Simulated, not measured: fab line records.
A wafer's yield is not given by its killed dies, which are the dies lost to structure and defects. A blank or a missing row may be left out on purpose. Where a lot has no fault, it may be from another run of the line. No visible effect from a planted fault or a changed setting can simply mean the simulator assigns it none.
Problem report in the 8D (eight disciplines) form, filled by code    flow sfqLine    the parts of the form that need people (team, actions taken, sign-off) are left out

## 1. WHAT IS WRONG
Wafers free of any fault read 0.889 ohm/sq (standard deviation 0.01) for M3_NB_RS at SFQ_M3_RS_MEAS_919, against a mean of 0.945 ohm/sq on 9 wafers of 3 lots. Relative to the usual mean, that is a shift of +5.6 standard deviations.
The step: measures by four-point-probe.
Earliest sighting: wafer L522.2 on filmMetro-01 at day 45 15:59. The record has a number at this step for 45 wafers belonging to 15 lots. Rule for "out" (also "out of limits"): further than 4 standard deviations from the usual mean. The rest of the wafers with a number are treated as sound.

## 2. WHAT IT IS AND WHAT IT IS NOT
question                     is                          is not
which readings at this step  M3_NB_RS                    -
which lots                   L522, L523, L524            L520, L532, L533, L534, L535, L536, L537, L538, L539, L541, L542, L543
which wafers of those lots   all that have a number      -
read on which gauges         filmMetro-01, filmMetro-03  filmMetro-04
when                         from day 45 15:59           up to then (3 sound wafers); but 33 sound wafers of L532, L533, L534, L535, L536, L537, L538, L539, L541, L542, L543 came after

## 3. WHAT RULES OUT EACH SUSPECT
Counting: any tool at a process step up to the reading is kept as a suspect provided that every lot that is out went through it and no sound lot did after the first of them.
- the gauge at SFQ_M3_RS_MEAS_919: ruled out. Those wafers that are out were read across 2 gauges (filmMetro-01, filmMetro-03).
- pvdSputter-05 at SFQ_TRILAYER_M3_DEP_SPUTTER_073 (material Nb, target thk 200 nm, time 133.3 s): ruled out as a lasting fault. Following L522 (day 45 15:53), the first lot on it that is out, the sound lots L534, L536, L538 were run on it.
Left after counting: nothing in the record.

## 4. THE CAUSE (what the simulator had put in)
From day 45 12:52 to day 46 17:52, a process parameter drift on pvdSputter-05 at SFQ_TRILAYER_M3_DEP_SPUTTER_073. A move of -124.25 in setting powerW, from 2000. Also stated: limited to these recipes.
The count ruled it out by mistake, since the rule takes a fault to strike every lot its tool runs from the start of the fault on, and this one did not do so.

## 5. THE CHAIN OF EFFECTS, in route order
Each row: a reading where the mean over the struck wafers with a number is more than 3 standard deviations away from the usual. Only readings for which the record gives a usual standard deviation are gone through. hours: the time from each lot's start at the first step in this table that gives one to its start at this step, as a median over the lots. sigmas: the change in usual standard deviations.
hours  step                                 reading          usual         on struck wafers  change  sigmas
0      SFQ_TRILAYER_M3_DEP_SPUTTER_073      cathodeDcPowerW  2000.0 W      1875.8            -124.2  -99 or more
0      SFQ_M3_RS_MEAS_919                   M3_NB_RS         0.889 ohm/sq  0.945             +0.056  +5.6
3      SFQ_TRILAYER_M3_ETCH_METAL_ETCH_078  oesProductAu     0.895 a.u.    0.864             -0.031  -4.4
Here are the process steps it includes:
- SFQ_TRILAYER_M3_DEP_SPUTTER_073: material Nb, target thk 200 nm, time 133.3 s.
- SFQ_TRILAYER_M3_ETCH_METAL_ETCH_078: etches Nb in Cl2/Ar, stops on SiO2, target depth 240 nm, time 120 s.
Later steps that measure or inspect, where all struck wafers having a row at the step show a number for every such reading and not one has moved that far: SFQ_R5_THK_MEAS_934.

## 6. WHAT WOULD HAVE CAUGHT IT SOONER
Counted from the fault's start at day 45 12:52, it took 3 hours until the first out-of-limits reading at a measuring or inspecting step in this record, taken at day 45 15:59.
At SFQ_TRILAYER_M3_DEP_SPUTTER_073, the tool's own readings (cathodeDcPowerW) were out on each struck wafer the step has a row for, so an alarm limit on them would have fired on the first such wafer.
